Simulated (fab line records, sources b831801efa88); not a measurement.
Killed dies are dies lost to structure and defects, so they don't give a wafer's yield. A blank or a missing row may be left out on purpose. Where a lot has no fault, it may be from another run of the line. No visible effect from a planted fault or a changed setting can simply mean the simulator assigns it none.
Which tool did it? ; flow sky130 ; 13 lots with 39 wafers sampled at 5 steps, on a route of 708 steps

WHAT THE GAUGES READ, wafer by wafer
SKY_VT_ADJUST_HVTP_TW_MEAS_11.
lot;measured;on;VT_ADJUST_HVTP_TW
L399;day 5 22:49;film metro-03;1320 1324 1325
L400;day 6 10:00;film metro-03;1330 1324 1324
L401;day 6 16:52;film metro-02;1345 1341 1337
L402;day 6 19:04;film metro-03;1330 1325 1324
L403;day 6 23:37;film metro-03;1328 1332 1326
L404;day 7 08:04;film metro-02;1344 1344 1341
L406;day 7 23:58;film metro-02;1337 1338 1338
L407;day 8 02:43;film metro-04;1332 1327 1331
L408;day 8 08:04;film metro-04;1330 1327 1336
L412;day 9 12:31;film metro-04;1328 1331 1330
L413;day 9 18:23;film metro-03;1325 1334 1329
L419;day 11 18:32;film metro-02;1337 1345 1350
L421;day 11 22:25;film metro-02;1336 1337 1341

SKY_VT_ADJUST_NCORE_OVL_MEAS_08.
lot;measured;on;VT_ADJUST_NCORE_OVL (nm)
L399;day 8 09:02;overlay-02;0.9 0.9 -0.1
L400;day 8 20:14;overlay-02;1.0 2.0 0.3
L401;day 9 06:11;overlay-02;0.8 0.3 -0.3
L402;day 9 07:33;overlay-02;0.2 0.8 -0.2
L403;day 9 13:10;overlay-02;0.5 0.9 -0.7
L404;day 9 21:44;overlay-02;1.5 0.5 -0.7
L406;day 10 17:23;overlay-02;101.8 101.5 100.6
L407;day 10 18:45;overlay-02;101.6 99.7 100.1
L408;day 11 01:42;overlay-01;101.3 103.5 105.1
L412;day 12 10:00;overlay-02;102.4 102.9 102.8
L413;day 12 15:45;overlay-02;1.0 1.3 1.0
L419;day 14 22:29;overlay-01;0.4 -0.5 0.9
L421;day 15 03:51;overlay-01;1.1 -0.1 -1.3

SKY_VT_ADJUST_HVTR_CD_MEAS_07 targets a cd of 380 nm.
lot;measured;on;cd nm (nm)
L399;day 9 06:20;cd sem-01;379.9 380.7 380.6
L400;day 9 18:20;cd sem-02;377.3 379.1 378.5
L401;day 10 04:29;cd sem-01;378.7 380.0 377.2
L402;day 10 06:17;cd sem-01;378.5 380.2 377.7
L403;day 10 11:46;cd sem-01;378.2 379.4 380.4
L404;day 10 19:44;cd sem-02;378.4 377.3 376.3
L406;day 11 15:53;cd sem-02;382.0 380.8 380.0
L407;day 11 17:32;cd sem-01;382.0 383.1 382.5
L408;day 12 01:32;cd sem-01;384.9 384.5 385.9
L412;day 13 10:59;cd sem-02;372.7 376.7 376.0
L413;day 13 16:50;cd sem-01;379.8 378.9 383.7
L419;day 16 01:31;cd sem-02;379.3 382.4 382.7
L421;day 16 07:26;cd sem-02;380.4 381.5 379.1

WHICH TOOL RAN EACH LOT (tool, then ch and the chambers of the sampled wafers, then the start)
lot;SKY_VT_ADJUST_HVTP_STRIP_10;SKY_VT_ADJUST_NCORE_EXPOSE_04
L399;plasma asher-01 ch 0,1, day 5 22:43;iline stepper-02 ch 0, day 7 22:57
L400;plasma asher-02 ch 0,1, day 6 09:54;iline stepper-01 ch 0, day 8 09:59
L401;plasma asher-01 ch 0,1, day 6 16:45;iline stepper-02 ch 0, day 8 19:31
L402;plasma asher-01 ch 0,1, day 6 18:58;iline stepper-01 ch 0, day 8 20:42
L403;plasma asher-03 ch 0, day 6 23:31;iline stepper-01 ch 0, day 9 02:32
L404;plasma asher-03 ch 0,1, day 7 07:58;iline stepper-01 ch 0, day 9 11:08
L406;plasma asher-03 ch 0,1, day 7 23:52;iline stepper-02 ch 0, day 10 06:38
L407;plasma asher-03 ch 0,1, day 8 02:37;iline stepper-02 ch 0, day 10 08:16
L408;plasma asher-02 ch 0,1, day 8 07:58;iline stepper-02 ch 0, day 10 14:16
L412;plasma asher-03 ch 0,1, day 9 12:25;iline stepper-02 ch 0, day 11 21:47
L413;plasma asher-02 ch 0,1, day 9 18:17;iline stepper-01 ch 0, day 12 03:41
L419;plasma asher-02 ch 0,1, day 11 18:27;iline stepper-01 ch 0, day 14 08:56
L421;plasma asher-02 ch 0,1, day 11 22:19;iline stepper-01 ch 0, day 14 14:22
- SKY_VT_ADJUST_HVTP_STRIP_10: strips in O2/N2.
- SKY_VT_ADJUST_NCORE_EXPOSE_04: exposes mask LVTN COMPLEMENT THIN, target cd 380 nm.

AS READ BY THE TOOLS THEMSELVES (means over the sampled wafers that have a number; for cases with no such wafer, the mark the record gives instead)
SKY_VT_ADJUST_HVTP_STRIP_10.
lot;tool;drypump motor current A (A);oes product au (a.u.);strip time to endpoint s (s)
L399;plasma asher-01;6.1;0.713;14.16
L400;plasma asher-02;5.4;0.717;14.20
L401;plasma asher-01;5.7;0.716;14.17
L402;plasma asher-01;6.2;0.715;14.18
L403;plasma asher-03;5.2;0.715;14.16
L404;plasma asher-03;5.7;0.712;14.13
L406;plasma asher-03;5.6;0.716;14.16
L407;plasma asher-03;5.6;0.711;14.25
L408;plasma asher-02;5.4;0.712;14.20
L412;plasma asher-03;5.6;0.718;14.21
L413;plasma asher-02;5.7;0.721;14.15
L419;plasma asher-02;5.8;0.719;14.22
L421;plasma asher-02;5.5;0.713;14.19

THE ANSWER, worked out from the rows above alone
Rule: usual is defined by the lots themselves. The widest of any qualifying gaps counts: lots, ordered by their means at a reading, are off when they make up no more than a third of the lots, leave a main group of 4 or more, and stand apart from it by 3 or more times the standard deviation of that group's means. The tables above print the reading to a certain number of digits; a main group whose means all agree to those digits is not used. A lot without any number at a reading at which 4 lots or more have one is off too. All remaining lots with rows at the step are treated as sound. After the gauges, taken in route order, come the tools' own readings; for these a lot's mean is taken, as printed above. The first step at which some lot is off is used, and at that step the reading that is off furthest; a lot without a number counts as furthest.
Off: L406, L407, L408, L412, at SKY_VT_ADJUST_NCORE_OVL_MEAS_08 (VT_ADJUST_NCORE_OVL). The main group has a mean of 0.5 nm with a standard deviation of 0.38.
If a tool, at a process step before that reading, ran all the lots that are off and no sound lot after the first of them, it fits. Those tools and the gauges at SKY_VT_ADJUST_NCORE_OVL_MEAS_08 are tried in the same way. One candidate fits, namely iline stepper-02 at SKY_VT_ADJUST_NCORE_EXPOSE_04. Its last sound lot is L401 (day 8 19:31), its first lot that is off L406 (day 10 06:38): a fault that began between those two fits.

WHAT THE SIMULATOR PUT IN
Scanner matching overlay: iline stepper-02, from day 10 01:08 on, at SKY_VT_ADJUST_NCORE_EXPOSE_04. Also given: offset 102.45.
Lots struck among those shown: L406, L407, L408, L412. The rule given above showed the same thing.
